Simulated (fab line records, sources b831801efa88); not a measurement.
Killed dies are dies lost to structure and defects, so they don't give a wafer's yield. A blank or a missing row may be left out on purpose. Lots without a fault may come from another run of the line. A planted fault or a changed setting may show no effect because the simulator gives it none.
A struck lot beside a sound one | flow sky130 | 17 steps out of a route of 708
Sound: wafers L664.2, L664.3, L664.5. Struck: wafers L669.2, L669.3, L669.5. The cause comes at the end.
At each step with rows: each side's tool, then ch and its chambers, then its first start. Under that, the readings that differ: sound wafers | struck wafers | difference of the means | sigmas: that difference in standard deviations of wafers without a fault.
alike: readings whose means differ by less than 2 such deviations, and words and numbers that are the same on both sides. not compared: withheld readings, readings that some wafer has no value for, bounds like >300 that may hide the same value, and numbers for which the record gives no deviation and whose values overlap.
The two part at a step that has a row with sigmas, a row that says differs or no value, or rows on one side only. Numbers that don't overlap but have no deviation are shown without sigmas and don't part them. A reading that every wafer of one side lacks parts them only if that side has two wafers or more.

SKY_VT_ADJUST_HVTP_OVL_MEAS_08:
  sound on overlay-02, day 6 19:55; struck on overlay-01, day 8 04:16
  reading                 | sound          | struck      | difference | sigmas
  VT_ADJUST_HVTP_OVL (nm) | -2.4 -1.6 -0.7 | 1.3 1.8 2.2 | +3.3       | +2
then, 1 step without rows for these wafers: SKY_VT_ADJUST_HVTP_IMPLANT_09.
SKY_VT_ADJUST_HVTP_STRIP_10: strips in O2/N2.
  sound on plasma_asher-01 ch 0,1, day 6 20:05; struck on plasma_asher-03 ch 1, day 8 04:26
  alike: drypump_motor_current_A, oes_product_au, strip_time_to_endpoint_s
  not compared: rf_hours_counter_h
SKY_VT_ADJUST_HVTP_TW_MEAS_11:
  sound on film_metro-03, day 6 20:12; struck on film_metro-04, day 8 04:33
  alike: VT_ADJUST_HVTP_TW
then, 7 steps without rows for these wafers: SKY_VT_ADJUST_LVTN_DEHYDRATE_00 (time 60 s); SKY_VT_ADJUST_LVTN_HMDS_01 (prime time 60 s); SKY_VT_ADJUST_LVTN_COAT_02 (resist thk 3000 nm); SKY_VT_ADJUST_LVTN_SOFTBAKE_03; SKY_VT_ADJUST_LVTN_EXPOSE_04 (exposes mask NWM COMPLEMENT LESS NATIVE, target cd 840 nm); SKY_VT_ADJUST_LVTN_PEB_05; SKY_VT_ADJUST_LVTN_DEVELOP_06 (develop time 60 s).
SKY_VT_ADJUST_LVTN_OVL_MEAS_07:
  sound on overlay-02, day 7 16:17; struck on overlay-01, day 9 01:32
  alike: VT_ADJUST_LVTN_OVL
SKY_VT_ADJUST_LVTN_IMPLANT_08:
  sound on implanter-01 ch 0, day 7 16:21; struck on implanter-04 ch 0, day 9 01:36
  reading            | sound                            | struck                           | difference  | sigmas
  dose_ions_cm2      | 1.5684e+12 1.5703e+12 1.5701e+12 | 2.3093e+12 2.3075e+12 2.3064e+12 | +7.3813e+11 | +99 or more
  faraday_current_uA | 8.62 8.68 8.91                   | 13.08 13.29 12.99                | +4.38       | +27
  alike: beam_energy_keV
SKY_VT_ADJUST_LVTN_STRIP_09: strips in O2/N2.
  sound on plasma_asher-03 ch 0,1, day 7 16:28; struck on plasma_asher-04 ch 0, day 9 01:43
  alike: drypump_motor_current_A, oes_product_au, strip_time_to_endpoint_s
  not compared: rf_hours_counter_h
SKY_VT_ADJUST_LVTN_TW_MEAS_10:
  sound on film_metro-01, day 7 16:35; struck on film_metro-03, day 9 01:50
  reading           | sound             | struck            | difference | sigmas
  VT_ADJUST_LVTN_TW | 246.3 245.5 247.5 | 272.9 271.9 272.9 | +26.1      | +11
then, 1 step without rows for these wafers: SKY_VT_ADJUST_LVTN_DEHYDRATE_11 (time 60 s).
-- the record jumps here: 39 days lie between the struck wafers' starts before and after (it left off in module VT_ADJUST_LVTN and takes up again in module PAD_OPEN, whose first step shown is number 708 of the route) --
SKY_PAD_OPEN_PROBE_99:
  sound on prober-02, day 46 13:04; struck on prober-01, day 47 20:19
  reading                                    | sound                | struck               | difference | sigmas
  model.etest.nfet_01v8_lvt.vt_sat_v (V)     | 0.5307 0.5245 0.5234 | 0.5664 0.5708 0.5669 | +0.0418    |
  model.etest.nfet_01v8_lvt.vt_v (V)         | 0.606 0.6031 0.6048  | 0.6255 0.6349 0.6244 | +0.0236    |
  model.etest.nfet_01v8.vt_sat_v (V)         | 0.6378 0.6325 0.6272 | 0.6659 0.6667 0.667  | +0.0340    |
  model.etest.nfet_01v8_turned.vt_sat_v (V)  | 0.643 0.6345 0.6319  | 0.668 0.6676 0.6661  | +0.031     |
  model.etest.nfet_01v8_swapped.vt_sat_v (V) | 0.6441 0.6388 0.6365 | 0.6651 0.6695 0.6648 | +0.0267    |
  model.etest.nfet_01v8_lvt.vt_long_v (V)    | 0.4342 0.429 0.4306  | 0.4452 0.458 0.4512  | +0.0202    |
  model.etest.nfet_01v8_lvt.body_rise_v (V)  | 0.1425 0.142 0.1423  | 0.153 0.154 0.1552   | +0.012     |
  model.etest.nfet_01v8.body_rise_v (V)      | 0.1782 0.1777 0.1757 | 0.1819 0.1842 0.1834 | +0.0060    |
  alike: killed_at_M0_to_M3, killed_at_M4_up, killed_at_contacts, killed_at_front_end, killed_at_other, killed_dies, killed_open, killed_short

WHERE THEY PART
First at SKY_VT_ADJUST_HVTP_OVL_MEAS_08; last, within this record, at SKY_VT_ADJUST_LVTN_TW_MEAS_10. Later steps at which nothing parts them and some readings are alike: SKY_PAD_OPEN_PROBE_99.

WHY: what the simulator had put in
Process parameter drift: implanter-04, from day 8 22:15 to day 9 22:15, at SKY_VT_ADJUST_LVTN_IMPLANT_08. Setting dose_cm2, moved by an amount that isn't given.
